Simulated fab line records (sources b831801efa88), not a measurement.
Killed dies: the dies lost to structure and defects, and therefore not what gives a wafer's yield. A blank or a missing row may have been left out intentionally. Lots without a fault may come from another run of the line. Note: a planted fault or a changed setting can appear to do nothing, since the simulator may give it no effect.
A sampling plan put to the test || flow gf180mcu || one fab line, 48 faults that these records tell of, each judged on the records of the lots that it struck; 1 more is left out, because the records don't allow judging it
Plan = the line's own looks (route steps where a gauge or an inspection reads the wafer without altering it). A look can be judged if struck wafers have a number there and the file gives its usual mean and standard deviation on fault-free wafers. Caught: at a look after the fault's first step, the mean of the struck wafers lies 4 or more of those standard deviations (sigma) from the usual mean. On the tool: the identical test, applied to the tool's own readings at the steps of the fault. Another recipe on the struck wafers, or a record that is blank for them alone, also counts as caught.

== THE FAULTS, as the simulator had put them in ==
1. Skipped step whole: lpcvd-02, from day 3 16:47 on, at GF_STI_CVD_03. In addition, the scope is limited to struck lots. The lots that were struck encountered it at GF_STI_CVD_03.
2. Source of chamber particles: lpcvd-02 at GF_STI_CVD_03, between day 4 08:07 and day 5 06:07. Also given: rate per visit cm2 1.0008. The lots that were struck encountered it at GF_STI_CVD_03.
3. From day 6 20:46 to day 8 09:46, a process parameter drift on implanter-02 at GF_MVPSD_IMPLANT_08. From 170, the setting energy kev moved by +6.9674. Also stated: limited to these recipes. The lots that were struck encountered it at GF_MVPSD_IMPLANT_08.
4. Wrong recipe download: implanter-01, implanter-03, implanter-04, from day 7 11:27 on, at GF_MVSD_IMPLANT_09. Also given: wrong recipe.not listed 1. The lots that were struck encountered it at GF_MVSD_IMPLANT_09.
5. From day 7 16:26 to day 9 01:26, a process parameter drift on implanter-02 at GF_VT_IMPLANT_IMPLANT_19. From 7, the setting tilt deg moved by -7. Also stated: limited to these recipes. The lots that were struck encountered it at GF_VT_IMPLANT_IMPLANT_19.
6. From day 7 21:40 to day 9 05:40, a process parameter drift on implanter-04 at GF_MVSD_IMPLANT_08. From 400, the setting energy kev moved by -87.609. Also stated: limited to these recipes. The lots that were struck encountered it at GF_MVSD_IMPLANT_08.
7. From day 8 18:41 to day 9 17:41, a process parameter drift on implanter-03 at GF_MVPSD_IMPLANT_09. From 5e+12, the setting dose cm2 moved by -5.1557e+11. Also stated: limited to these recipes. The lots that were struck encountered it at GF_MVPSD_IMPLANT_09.
8. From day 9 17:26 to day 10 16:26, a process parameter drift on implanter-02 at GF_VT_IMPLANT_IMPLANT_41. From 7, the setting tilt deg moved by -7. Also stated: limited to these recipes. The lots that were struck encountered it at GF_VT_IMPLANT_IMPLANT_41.
9. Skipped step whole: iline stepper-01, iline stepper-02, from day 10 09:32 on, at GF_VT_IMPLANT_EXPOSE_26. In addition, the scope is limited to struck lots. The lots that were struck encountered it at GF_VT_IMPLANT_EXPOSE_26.
10. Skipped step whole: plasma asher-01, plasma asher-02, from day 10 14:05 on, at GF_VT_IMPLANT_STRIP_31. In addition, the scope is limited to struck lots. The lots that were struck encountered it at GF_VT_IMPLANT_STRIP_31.
11. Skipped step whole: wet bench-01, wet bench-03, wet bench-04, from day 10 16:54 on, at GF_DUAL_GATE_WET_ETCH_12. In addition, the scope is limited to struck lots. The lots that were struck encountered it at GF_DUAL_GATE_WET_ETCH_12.
12. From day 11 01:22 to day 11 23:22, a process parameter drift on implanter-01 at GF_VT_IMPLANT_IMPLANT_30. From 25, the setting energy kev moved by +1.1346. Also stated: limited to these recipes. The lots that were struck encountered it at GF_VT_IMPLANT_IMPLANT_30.
13. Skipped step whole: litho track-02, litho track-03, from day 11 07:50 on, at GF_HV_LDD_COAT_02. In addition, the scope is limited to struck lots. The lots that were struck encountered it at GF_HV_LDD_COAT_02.
14. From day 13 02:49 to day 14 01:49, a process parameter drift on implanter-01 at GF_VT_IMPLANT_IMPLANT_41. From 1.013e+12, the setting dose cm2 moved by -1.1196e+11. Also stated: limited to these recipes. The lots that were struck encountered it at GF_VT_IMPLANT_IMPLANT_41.
15. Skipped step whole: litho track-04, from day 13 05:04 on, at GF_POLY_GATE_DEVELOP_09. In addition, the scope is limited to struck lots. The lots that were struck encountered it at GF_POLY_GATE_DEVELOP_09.
16. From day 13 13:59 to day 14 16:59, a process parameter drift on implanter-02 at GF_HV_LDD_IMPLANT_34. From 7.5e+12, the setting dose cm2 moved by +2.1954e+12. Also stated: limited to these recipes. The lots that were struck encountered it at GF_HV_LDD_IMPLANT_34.
17. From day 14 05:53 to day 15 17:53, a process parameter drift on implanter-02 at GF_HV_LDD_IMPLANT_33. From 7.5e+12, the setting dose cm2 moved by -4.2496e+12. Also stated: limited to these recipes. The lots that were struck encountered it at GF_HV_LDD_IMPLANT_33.
18. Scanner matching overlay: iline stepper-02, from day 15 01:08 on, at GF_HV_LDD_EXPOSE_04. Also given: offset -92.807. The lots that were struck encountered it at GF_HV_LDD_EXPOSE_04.
19. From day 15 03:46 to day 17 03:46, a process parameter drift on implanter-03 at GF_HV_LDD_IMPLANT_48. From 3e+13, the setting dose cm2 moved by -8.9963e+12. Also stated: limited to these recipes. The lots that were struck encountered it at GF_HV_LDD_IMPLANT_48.
20. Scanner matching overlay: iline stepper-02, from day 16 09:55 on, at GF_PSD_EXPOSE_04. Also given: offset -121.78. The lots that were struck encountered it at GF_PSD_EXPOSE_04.
21. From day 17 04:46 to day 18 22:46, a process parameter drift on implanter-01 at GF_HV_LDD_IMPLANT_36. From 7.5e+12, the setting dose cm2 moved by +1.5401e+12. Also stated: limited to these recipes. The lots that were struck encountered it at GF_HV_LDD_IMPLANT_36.
22. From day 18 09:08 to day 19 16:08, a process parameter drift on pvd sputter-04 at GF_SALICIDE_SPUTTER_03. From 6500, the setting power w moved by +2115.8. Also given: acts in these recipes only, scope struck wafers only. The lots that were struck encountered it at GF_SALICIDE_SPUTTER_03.
23. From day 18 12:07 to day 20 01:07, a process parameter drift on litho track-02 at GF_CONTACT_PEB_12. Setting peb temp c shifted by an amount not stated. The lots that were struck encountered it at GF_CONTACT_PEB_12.
24. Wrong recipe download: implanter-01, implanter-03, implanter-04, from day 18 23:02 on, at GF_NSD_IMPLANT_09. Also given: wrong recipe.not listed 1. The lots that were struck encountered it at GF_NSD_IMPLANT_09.
25. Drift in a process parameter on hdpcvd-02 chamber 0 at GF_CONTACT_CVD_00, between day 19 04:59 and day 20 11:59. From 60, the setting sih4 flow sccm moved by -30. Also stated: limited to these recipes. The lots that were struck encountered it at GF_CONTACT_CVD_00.
26. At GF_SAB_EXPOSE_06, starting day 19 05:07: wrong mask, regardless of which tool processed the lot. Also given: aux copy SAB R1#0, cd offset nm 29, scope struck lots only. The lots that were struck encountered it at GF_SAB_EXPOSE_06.
27. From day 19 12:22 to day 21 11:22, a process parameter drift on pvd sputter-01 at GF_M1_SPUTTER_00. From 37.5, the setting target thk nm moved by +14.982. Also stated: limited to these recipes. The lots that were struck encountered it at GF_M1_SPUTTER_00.
28. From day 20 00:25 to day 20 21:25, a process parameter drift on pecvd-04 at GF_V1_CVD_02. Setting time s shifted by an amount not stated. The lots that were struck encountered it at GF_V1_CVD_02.
29. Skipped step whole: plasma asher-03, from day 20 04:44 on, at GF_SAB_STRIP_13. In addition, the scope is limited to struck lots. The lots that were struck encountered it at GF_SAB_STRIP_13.
30. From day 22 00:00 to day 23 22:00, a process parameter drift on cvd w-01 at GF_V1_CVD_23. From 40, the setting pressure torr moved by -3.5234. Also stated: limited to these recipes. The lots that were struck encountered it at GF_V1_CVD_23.
31. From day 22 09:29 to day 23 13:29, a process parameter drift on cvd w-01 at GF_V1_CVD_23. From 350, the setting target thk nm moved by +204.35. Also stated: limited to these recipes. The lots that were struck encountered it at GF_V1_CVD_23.
32. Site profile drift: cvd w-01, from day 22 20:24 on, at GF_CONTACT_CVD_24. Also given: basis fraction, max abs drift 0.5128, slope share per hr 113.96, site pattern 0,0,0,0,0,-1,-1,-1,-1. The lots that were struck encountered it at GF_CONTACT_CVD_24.
33. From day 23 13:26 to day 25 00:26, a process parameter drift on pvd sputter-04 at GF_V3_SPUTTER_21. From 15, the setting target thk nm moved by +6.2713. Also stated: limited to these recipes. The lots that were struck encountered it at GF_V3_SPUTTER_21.
34. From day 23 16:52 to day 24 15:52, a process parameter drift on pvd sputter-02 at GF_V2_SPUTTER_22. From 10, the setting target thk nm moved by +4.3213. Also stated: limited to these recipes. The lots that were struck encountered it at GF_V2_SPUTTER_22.
35. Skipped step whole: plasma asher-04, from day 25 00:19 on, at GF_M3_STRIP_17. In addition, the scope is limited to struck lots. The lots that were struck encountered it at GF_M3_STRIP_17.
36. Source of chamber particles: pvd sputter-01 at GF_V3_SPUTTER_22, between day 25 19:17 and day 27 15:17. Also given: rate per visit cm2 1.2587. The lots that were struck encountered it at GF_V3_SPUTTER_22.
37. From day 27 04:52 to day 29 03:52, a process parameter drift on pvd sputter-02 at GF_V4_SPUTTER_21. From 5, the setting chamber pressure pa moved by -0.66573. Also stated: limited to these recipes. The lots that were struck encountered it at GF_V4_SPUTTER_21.
38. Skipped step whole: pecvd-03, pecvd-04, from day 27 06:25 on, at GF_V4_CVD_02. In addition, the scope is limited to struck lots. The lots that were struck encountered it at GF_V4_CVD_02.
39. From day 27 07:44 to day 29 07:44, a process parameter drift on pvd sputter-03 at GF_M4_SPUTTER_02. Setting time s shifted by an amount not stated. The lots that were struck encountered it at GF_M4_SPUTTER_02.
40. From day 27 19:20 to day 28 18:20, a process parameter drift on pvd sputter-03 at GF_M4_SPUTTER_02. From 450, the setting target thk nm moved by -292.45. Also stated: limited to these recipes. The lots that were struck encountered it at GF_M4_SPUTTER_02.
41. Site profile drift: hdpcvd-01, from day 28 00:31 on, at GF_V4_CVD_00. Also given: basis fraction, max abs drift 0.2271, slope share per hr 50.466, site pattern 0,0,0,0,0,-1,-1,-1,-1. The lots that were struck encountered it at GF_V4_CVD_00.
42. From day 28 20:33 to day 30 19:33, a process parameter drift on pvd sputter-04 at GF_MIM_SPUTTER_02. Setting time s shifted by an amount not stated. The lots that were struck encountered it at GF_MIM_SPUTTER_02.
43. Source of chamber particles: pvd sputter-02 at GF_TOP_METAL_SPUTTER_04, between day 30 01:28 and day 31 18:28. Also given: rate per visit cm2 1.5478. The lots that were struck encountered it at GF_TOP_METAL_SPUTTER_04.
44. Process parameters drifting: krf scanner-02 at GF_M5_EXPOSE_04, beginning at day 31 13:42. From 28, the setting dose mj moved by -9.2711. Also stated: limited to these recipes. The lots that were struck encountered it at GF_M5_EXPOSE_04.
45. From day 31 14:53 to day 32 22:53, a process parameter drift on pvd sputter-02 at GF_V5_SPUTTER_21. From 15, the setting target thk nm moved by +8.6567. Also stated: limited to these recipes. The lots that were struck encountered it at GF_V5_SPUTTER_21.
46. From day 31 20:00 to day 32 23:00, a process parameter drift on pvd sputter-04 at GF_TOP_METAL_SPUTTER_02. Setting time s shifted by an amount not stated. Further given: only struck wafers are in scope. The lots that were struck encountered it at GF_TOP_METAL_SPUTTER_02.
47. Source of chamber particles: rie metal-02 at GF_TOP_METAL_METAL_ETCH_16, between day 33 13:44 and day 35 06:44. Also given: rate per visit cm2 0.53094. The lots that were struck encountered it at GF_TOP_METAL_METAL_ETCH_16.
48. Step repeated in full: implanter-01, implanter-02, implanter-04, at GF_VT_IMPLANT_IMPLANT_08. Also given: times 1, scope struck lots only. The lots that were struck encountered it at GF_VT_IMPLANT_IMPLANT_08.

== WHAT THE PLAN SAW ==
{"fault": 1, "on the tool itself": "the tool's record is blank for the struck wafers", "first look that catches it": "no look after it can be judged", "reading, sigma": "-", "median hours from its first step to that look": "-", "hours from the fault's start to the first struck lot there": "-", "judged looks passed uncaught": 0}
{"fault": 2, "on the tool itself": "no reading that can be judged", "first look that catches it": "not the one look that can be judged after it", "reading, sigma": "-", "median hours from its first step to that look": "-", "hours from the fault's start to the first struck lot there": "-", "judged looks passed uncaught": 1}
{"fault": 3, "on the tool itself": "beam energy keV +99 or beyond sigma", "first look that catches it": "no look after it can be judged", "reading, sigma": "-", "median hours from its first step to that look": "-", "hours from the fault's start to the first struck lot there": "-", "judged looks passed uncaught": 0}
{"fault": 4, "on the tool itself": "under 2 sigma", "first look that catches it": "GF_MVSD_TW_MEAS_11", "reading, sigma": "MVSD_TW +7.1", "median hours from its first step to that look": 0.2, "hours from the fault's start to the first struck lot there": 5, "judged looks passed uncaught": 0}
{"fault": 5, "on the tool itself": "tilt deg -99 or beyond sigma", "first look that catches it": "GF_VT_IMPLANT_TW_MEAS_21", "reading, sigma": "VT_IMPLANT_2_TW -16", "median hours from its first step to that look": 0.2, "hours from the fault's start to the first struck lot there": 11, "judged looks passed uncaught": 0}
{"fault": 6, "on the tool itself": "beam energy keV -99 or beyond sigma", "first look that catches it": "GF_VT_IMPLANT_RS_MEAS_46", "reading, sigma": "MVSD_RS +23", "median hours from its first step to that look": 88.7, "hours from the fault's start to the first struck lot there": 91, "judged looks passed uncaught": 1}
{"fault": 7, "on the tool itself": "dose ions cm2 -95 sigma", "first look that catches it": "GF_VT_IMPLANT_RS_MEAS_49", "reading, sigma": "MVPSD_RS +9.0", "median hours from its first step to that look": 74.0, "hours from the fault's start to the first struck lot there": 84, "judged looks passed uncaught": 0}
{"fault": 8, "on the tool itself": "tilt deg -99 or beyond sigma", "first look that catches it": "GF_VT_IMPLANT_TW_MEAS_43", "reading, sigma": "VT_IMPLANT_4_TW -10", "median hours from its first step to that look": 0.2, "hours from the fault's start to the first struck lot there": 5, "judged looks passed uncaught": 0}
{"fault": 9, "on the tool itself": "no reading that can be judged", "first look that catches it": "no look after it can be judged", "reading, sigma": "-", "median hours from its first step to that look": "-", "hours from the fault's start to the first struck lot there": "-", "judged looks passed uncaught": 0}
{"fault": 10, "on the tool itself": "the tool's record is blank for the struck wafers", "first look that catches it": "GF_VT_IMPLANT_TW_MEAS_43", "reading, sigma": "VT_IMPLANT_4_TW -98", "median hours from its first step to that look": 18.8, "hours from the fault's start to the first struck lot there": 21, "judged looks passed uncaught": 1}
{"fault": 11, "on the tool itself": "the tool's record is blank for the struck wafers", "first look that catches it": "no look after it can be judged", "reading, sigma": "-", "median hours from its first step to that look": "-", "hours from the fault's start to the first struck lot there": "-", "judged looks passed uncaught": 0}
{"fault": 12, "on the tool itself": "beam energy keV +99 or beyond sigma", "first look that catches it": "no look after it can be judged", "reading, sigma": "-", "median hours from its first step to that look": "-", "hours from the fault's start to the first struck lot there": "-", "judged looks passed uncaught": 0}
{"fault": 13, "on the tool itself": "the tool's record is blank for the struck wafers", "first look that catches it": "GF_HV_LDD_TW_MEAS_23", "reading, sigma": "HV_LDD_2_TW +99 or beyond", "median hours from its first step to that look": 29.4, "hours from the fault's start to the first struck lot there": 31, "judged looks passed uncaught": 0}
{"fault": 14, "on the tool itself": "dose ions cm2 -99 or beyond sigma", "first look that catches it": "GF_VT_IMPLANT_TW_MEAS_43", "reading, sigma": "VT_IMPLANT_4_TW -4.9", "median hours from its first step to that look": 0.2, "hours from the fault's start to the first struck lot there": 6, "judged looks passed uncaught": 0}
{"fault": 15, "on the tool itself": "no reading that can be judged", "first look that catches it": "no look after it can be judged", "reading, sigma": "-", "median hours from its first step to that look": "-", "hours from the fault's start to the first struck lot there": "-", "judged looks passed uncaught": 0}
{"fault": 16, "on the tool itself": "dose ions cm2 +99 or beyond sigma", "first look that catches it": "GF_HV_LDD_RS_MEAS_53", "reading, sigma": "HV_LDD_RS -5.6", "median hours from its first step to that look": 22.1, "hours from the fault's start to the first struck lot there": 30, "judged looks passed uncaught": 0}
{"fault": 17, "on the tool itself": "dose ions cm2 -99 or beyond sigma", "first look that catches it": "GF_HV_LDD_TW_MEAS_38", "reading, sigma": "HV_LDD_3_TW -5.1", "median hours from its first step to that look": 0.7, "hours from the fault's start to the first struck lot there": 3, "judged looks passed uncaught": 0}
{"fault": 18, "on the tool itself": "under 2 sigma", "first look that catches it": "GF_HV_LDD_OVL_MEAS_08", "reading, sigma": "HV_LDD_OVL -66", "median hours from its first step to that look": 11.4, "hours from the fault's start to the first struck lot there": 19, "judged looks passed uncaught": 0}
{"fault": 19, "on the tool itself": "dose ions cm2 -99 or beyond sigma", "first look that catches it": "GF_HV_LDD_TW_MEAS_50", "reading, sigma": "HV_LDD_4_TW -9.8", "median hours from its first step to that look": 0.2, "hours from the fault's start to the first struck lot there": 2, "judged looks passed uncaught": 0}
{"fault": 20, "on the tool itself": "under 2 sigma", "first look that catches it": "GF_PSD_OVL_MEAS_08", "reading, sigma": "PSD_OVL -72", "median hours from its first step to that look": 11.7, "hours from the fault's start to the first struck lot there": 14, "judged looks passed uncaught": 0}
{"fault": 21, "on the tool itself": "dose ions cm2 +99 or beyond sigma", "first look that catches it": "not the one look that can be judged after it", "reading, sigma": "strongest: HV_LDD_RS at GF_HV_LDD_RS_MEAS_53, -3.4", "median hours from its first step to that look": "-", "hours from the fault's start to the first struck lot there": "-", "judged looks passed uncaught": 1}
{"fault": 22, "on the tool itself": "cathode dc power W +99 or beyond sigma", "first look that catches it": "GF_SALICIDE_THK_MEAS_05", "reading, sigma": "SALICIDE_TIN_THK +18", "median hours from its first step to that look": 6.8, "hours from the fault's start to the first struck lot there": 30, "judged looks passed uncaught": 1}
{"fault": 23, "on the tool itself": "heater power total W -10 sigma", "first look that catches it": "none of the 2 looks that can be judged after it", "reading, sigma": "strongest: cd nm at GF_CONTACT_CD_MEAS_14, -2.2", "median hours from its first step to that look": "-", "hours from the fault's start to the first struck lot there": "-", "judged looks passed uncaught": 2}
{"fault": 24, "on the tool itself": "no reading that can be judged", "first look that catches it": "GF_NSD_TW_MEAS_12", "reading, sigma": "NSD_TW +14", "median hours from its first step to that look": 0.4, "hours from the fault's start to the first struck lot there": 5, "judged looks passed uncaught": 0}
{"fault": 25, "on the tool itself": "sih4 flow sccm -99 or beyond sigma", "first look that catches it": "GF_CONTACT_THK_MEAS_01", "reading, sigma": "CONTACT_CVD_00_THK -34", "median hours from its first step to that look": 0.1, "hours from the fault's start to the first struck lot there": 22, "judged looks passed uncaught": 0}
{"fault": 26, "on the tool itself": "no reading that can be judged", "first look that catches it": "GF_SAB_CD_MEAS_09", "reading, sigma": "cd nm +15", "median hours from its first step to that look": 12.0, "hours from the fault's start to the first struck lot there": 21, "judged looks passed uncaught": 0}
{"fault": 27, "on the tool itself": "under 2 sigma", "first look that catches it": "no look after it can be judged", "reading, sigma": "-", "median hours from its first step to that look": "-", "hours from the fault's start to the first struck lot there": "-", "judged looks passed uncaught": 0}
{"fault": 28, "on the tool itself": "run length s +8.1 sigma", "first look that catches it": "not the one look that can be judged after it", "reading, sigma": "strongest: V1_CVD_02_THK at GF_V1_THK_MEAS_03, +2.5", "median hours from its first step to that look": "-", "hours from the fault's start to the first struck lot there": "-", "judged looks passed uncaught": 1}
{"fault": 29, "on the tool itself": "the tool's record is blank for the struck wafers", "first look that catches it": "no look after it can be judged", "reading, sigma": "-", "median hours from its first step to that look": "-", "hours from the fault's start to the first struck lot there": "-", "judged looks passed uncaught": 0}
{"fault": 30, "on the tool itself": "chamber pressure Torr -40 sigma", "first look that catches it": "not the one look that can be judged after it", "reading, sigma": "strongest: V1_W_RS at GF_V1_RS_MEAS_24, +2.0", "median hours from its first step to that look": "-", "hours from the fault's start to the first struck lot there": "-", "judged looks passed uncaught": 1}
{"fault": 31, "on the tool itself": "under 2 sigma", "first look that catches it": "GF_V1_RS_MEAS_24", "reading, sigma": "V1_W_RS -25", "median hours from its first step to that look": 0.2, "hours from the fault's start to the first struck lot there": 5, "judged looks passed uncaught": 0}
{"fault": 32, "on the tool itself": "under 2 sigma", "first look that catches it": "GF_CONTACT_RS_MEAS_25", "reading, sigma": "CONTACT_W_RS +47", "median hours from its first step to that look": 0.2, "hours from the fault's start to the first struck lot there": 5, "judged looks passed uncaught": 0}
{"fault": 33, "on the tool itself": "under 2 sigma", "first look that catches it": "no look after it can be judged", "reading, sigma": "-", "median hours from its first step to that look": "-", "hours from the fault's start to the first struck lot there": "-", "judged looks passed uncaught": 0}
{"fault": 34, "on the tool itself": "under 2 sigma", "first look that catches it": "no look after it can be judged", "reading, sigma": "-", "median hours from its first step to that look": "-", "hours from the fault's start to the first struck lot there": "-", "judged looks passed uncaught": 0}
{"fault": 35, "on the tool itself": "no reading that can be judged", "first look that catches it": "no look after it can be judged", "reading, sigma": "-", "median hours from its first step to that look": "-", "hours from the fault's start to the first struck lot there": "-", "judged looks passed uncaught": 0}
{"fault": 36, "on the tool itself": "under 2 sigma", "first look that catches it": "none of the 2 looks that can be judged after it", "reading, sigma": "-", "median hours from its first step to that look": "-", "hours from the fault's start to the first struck lot there": "-", "judged looks passed uncaught": 2}
{"fault": 37, "on the tool itself": "chamber pressure pa -66 sigma", "first look that catches it": "no look after it can be judged", "reading, sigma": "-", "median hours from its first step to that look": "-", "hours from the fault's start to the first struck lot there": "-", "judged looks passed uncaught": 0}
{"fault": 38, "on the tool itself": "the tool's record is blank for the struck wafers", "first look that catches it": "no look after it can be judged", "reading, sigma": "-", "median hours from its first step to that look": "-", "hours from the fault's start to the first struck lot there": "-", "judged looks passed uncaught": 0}
{"fault": 39, "on the tool itself": "under 2 sigma", "first look that catches it": "GF_M4_RS_MEAS_05", "reading, sigma": "M4_ALCU_RS +17", "median hours from its first step to that look": 0.1, "hours from the fault's start to the first struck lot there": 6, "judged looks passed uncaught": 0}
{"fault": 40, "on the tool itself": "under 2 sigma", "first look that catches it": "GF_M4_RS_MEAS_05", "reading, sigma": "M4_ALCU_RS +99 or beyond", "median hours from its first step to that look": 0.1, "hours from the fault's start to the first struck lot there": 6, "judged looks passed uncaught": 0}
{"fault": 41, "on the tool itself": "no reading that can be judged", "first look that catches it": "GF_V4_THK_MEAS_01", "reading, sigma": "V4_CVD_00_THK -8.7", "median hours from its first step to that look": 0.1, "hours from the fault's start to the first struck lot there": 2, "judged looks passed uncaught": 0}
{"fault": 42, "on the tool itself": "under 2 sigma", "first look that catches it": "no look after it can be judged", "reading, sigma": "-", "median hours from its first step to that look": "-", "hours from the fault's start to the first struck lot there": "-", "judged looks passed uncaught": 0}
{"fault": 43, "on the tool itself": "under 2 sigma", "first look that catches it": "no look after it can be judged", "reading, sigma": "-", "median hours from its first step to that look": "-", "hours from the fault's start to the first struck lot there": "-", "judged looks passed uncaught": 0}
{"fault": 44, "on the tool itself": "exposure dose mJ cm2 -66 sigma", "first look that catches it": "GF_M5_CD_MEAS_07", "reading, sigma": "cd nm +61", "median hours from its first step to that look": 8.6, "hours from the fault's start to the first struck lot there": 16, "judged looks passed uncaught": 0}
{"fault": 45, "on the tool itself": "under 2 sigma", "first look that catches it": "no look after it can be judged", "reading, sigma": "-", "median hours from its first step to that look": "-", "hours from the fault's start to the first struck lot there": "-", "judged looks passed uncaught": 0}
{"fault": 46, "on the tool itself": "under 2 sigma", "first look that catches it": "GF_TOP_METAL_RS_MEAS_05", "reading, sigma": "TOP_METAL_ALCU_RS +40", "median hours from its first step to that look": 0.1, "hours from the fault's start to the first struck lot there": 9, "judged looks passed uncaught": 0}
{"fault": 47, "on the tool itself": "under 2 sigma", "first look that catches it": "not the one look that can be judged after it", "reading, sigma": "-", "median hours from its first step to that look": "-", "hours from the fault's start to the first struck lot there": "-", "judged looks passed uncaught": 1}
{"fault": 48, "on the tool itself": "no reading that can be judged", "first look that catches it": "GF_VT_IMPLANT_TW_MEAS_10", "reading, sigma": "VT_IMPLANT_TW +24", "median hours from its first step to that look": 0.5, "hours from the fault's start to the first struck lot there": "-", "judged looks passed uncaught": 0}
A dash: this means the fault isn't caught or the number doesn't appear in these records.

Caught at a look: 25 of 48. Caught on the tool: 24 of 48. By one or the other: 36 of 48.
Caught on the tool alone: faults 1, 3, 11, 12, 21, 23, 28, 29, 30, 37, 38.
Caught at a look alone: faults 4, 18, 20, 24, 26, 31, 32, 39, 40, 41, 46, 48.
Caught by neither: faults 2, 9, 15, 27, 33, 34, 35, 36, 42, 43, 45, 47.

== THINNER SAMPLING ==
If the look that catches a fault measured only every second or every third lot, by lot number, the first struck lot would be measured this late in the worst case:
{"fault": 4, "struck lots at that look, in order of time": "L503, L504, L505", "every lot": "5 h", "every second lot": "8 h", "every third lot": "14 h"}
{"fault": 5, "struck lots at that look, in order of time": "L510, L513", "every lot": "11 h", "every second lot": "29 h", "every third lot": "may miss all 2"}
{"fault": 6, "struck lots at that look, in order of time": "L687, L688, L690", "every lot": "91 h", "every second lot": "98 h", "every third lot": "may miss all 3"}
{"fault": 7, "struck lots at that look, in order of time": "L641, L642", "every lot": "84 h", "every second lot": "90 h", "every third lot": "may miss all 2"}
{"fault": 8, "struck lots at that look, in order of time": "L763, L765", "every lot": "5 h", "every second lot": "may miss all 2", "every third lot": "may miss all 2"}
{"fault": 10, "struck lots at that look, in order of time": "L140, L141, L142", "every lot": "21 h", "every second lot": "27 h", "every third lot": "34 h"}
{"fault": 13, "struck lots at that look, in order of time": "L195, L196", "every lot": "31 h", "every second lot": "41 h", "every third lot": "may miss all 2"}
{"fault": 14, "struck lots at that look, in order of time": "L201, L202, L203", "every lot": "6 h", "every second lot": "16 h", "every third lot": "20 h"}
{"fault": 16, "struck lots at that look, in order of time": "L426, L427, L428", "every lot": "30 h", "every second lot": "36 h", "every third lot": "40 h"}
{"fault": 17, "struck lots at that look, in order of time": "L699, L702", "every lot": "3 h", "every second lot": "26 h", "every third lot": "may miss all 2"}
{"fault": 18, "struck lots at that look, in order of time": "L644, L648", "every lot": "19 h", "every second lot": "may miss all 2", "every third lot": "may miss all 2"}
{"fault": 19, "struck lots at that look, in order of time": "L938, L940", "every lot": "2 h", "every second lot": "may miss all 2", "every third lot": "may miss all 2"}
{"fault": 20, "struck lots at that look, in order of time": "L744, L747", "every lot": "14 h", "every second lot": "38 h", "every third lot": "may miss all 2"}
{"fault": 22, "struck lots at that look, in order of time": "L496", "every lot": "30 h", "every second lot": "may miss it", "every third lot": "may miss it"}
{"fault": 24, "struck lots at that look, in order of time": "L483, L484, L485", "every lot": "5 h", "every second lot": "15 h", "every third lot": "24 h"}
{"fault": 25, "struck lots at that look, in order of time": "L901, L902", "every lot": "22 h", "every second lot": "27 h", "every third lot": "may miss all 2"}
{"fault": 26, "struck lots at that look, in order of time": "L616", "every lot": "21 h", "every second lot": "may miss it", "every third lot": "may miss it"}
{"fault": 31, "struck lots at that look, in order of time": "L819, L820", "every lot": "5 h", "every second lot": "20 h", "every third lot": "may miss all 2"}
{"fault": 32, "struck lots at that look, in order of time": "L727, L728", "every lot": "5 h", "every second lot": "13 h", "every third lot": "may miss all 2"}
{"fault": 39, "struck lots at that look, in order of time": "L784, L786, L788", "every lot": "6 h", "every second lot": "may miss all 3", "every third lot": "34 h"}
{"fault": 40, "struck lots at that look, in order of time": "L892, L894", "every lot": "6 h", "every second lot": "may miss all 2", "every third lot": "may miss all 2"}
{"fault": 41, "struck lots at that look, in order of time": "L187, L188", "every lot": "2 h", "every second lot": "10 h", "every third lot": "may miss all 2"}
{"fault": 44, "struck lots at that look, in order of time": "L209, L210", "every lot": "16 h", "every second lot": "19 h", "every third lot": "may miss all 2"}
{"fault": 46, "struck lots at that look, in order of time": "L266", "every lot": "9 h", "every second lot": "may miss it", "every third lot": "may miss it"}
Hours count from the start of the fault until the first struck lot that is measured. The test against the limit of 4 sigma pooled every struck wafer, which means one lot taken alone may stay below that limit. Other struck lots may not be in these records.

== THE LONGEST TIMED WAY FROM STEP TO LOOK ==
Fault 6: the median time between GF_MVSD_IMPLANT_08 and GF_VT_IMPLANT_RS_MEAS_46 is 88.7 hours. The look between them that can be judged stayed within 4 sigma: GF_MVSD_TW_MEAS_11.
